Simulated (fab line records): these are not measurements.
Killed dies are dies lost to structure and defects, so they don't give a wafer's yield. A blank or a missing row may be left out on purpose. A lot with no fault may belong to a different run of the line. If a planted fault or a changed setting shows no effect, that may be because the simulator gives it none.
Chamber matching	flow sky130	rie-si-02 running SKY_FIELD_ISO_ETCH_17: 4 sister chambers
The step etches Si in HBr/Cl2/O2, target depth 342 nm, time 97.7 s. 16 wafers are shown with their chamber, then 8 later ones without.

WAFERS PAIRED WITH THEIR CHAMBERS
wafer	chamber	drypump-motor-current-A (A)	oes-product-au (a.u.)	throttle-valve-pct (%)
L371.1	2	5.49	1.000	25.655
L371.3	3	5.79	0.999	25.659
L371.4	0	5.32	1.004	25.639
L373.3	1	5.17	1.013	25.652
L373.5	3	5.79	0.991	25.656
L373.6	0	5.31	0.998	25.655
L385.2	2	5.48	0.995	25.643
L385.4	0	5.31	1.007	25.657
L385.6	0	5.33	1.003	25.659
L388.1	1	5.21	1.004	25.656
L388.3	2	5.50	0.988	25.662
L388.6	1	5.20	1.004	25.660
L389.1	0	5.31	1.008	25.651
L389.3	1	5.18	1.014	25.650
L389.5	1	5.17	1.018	25.634
L391.1	1	5.18	1.007	25.640

SIGNATURES (means of the wafers above)
reading	chamber 0	chamber 1	chamber 2	chamber 3	scatter within a chamber
drypump-motor-current-A	5.3160	5.1850	5.4900	5.7900	0.0125
oes-product-au	1.00400	1.01000	0.99433	0.99500	0.0053
throttle-valve-pct	25.65220	25.64867	25.65333	25.65750	0.00879
Rule: distance of a wafer from a chamber = root of the sum over the readings of ((wafer's reading minus chamber's mean) / reading's scatter) squared. The wafer belongs to the nearest chamber; if the next one is less than 2 further off, it can't be placed. The scatter: take each reading less its chamber's mean, square it, sum over the shown wafers, divide by the number of wafers less the number of chambers, and take the root.

WAFERS WHOSE CHAMBER IS MISSING
wafer	drypump-motor-current-A (A)	oes-product-au (a.u.)	throttle-valve-pct (%)
L391.4	5.85	1.007	25.665
L391.6	5.34	1.007	25.654
L392.2	5.16	1.016	25.646
L392.5	5.14	1.019	25.655
L392.6	5.31	1.002	25.663
L394.2	5.16	1.007	25.660
L394.4	5.79	0.998	25.648
L394.5	5.47	1.002	25.642

CHAMBER TAKEN BY EACH
wafer	from the rows above	in truth
L391.4	3	3
L391.6	0	0
L392.2	1	1
L392.5	1	1
L392.6	0	0
L394.2	1	1
L394.4	3	3
L394.5	2	2
Placed correctly: 8 of 8. Can't be placed from these rows: 0. Placed wrongly: 0.
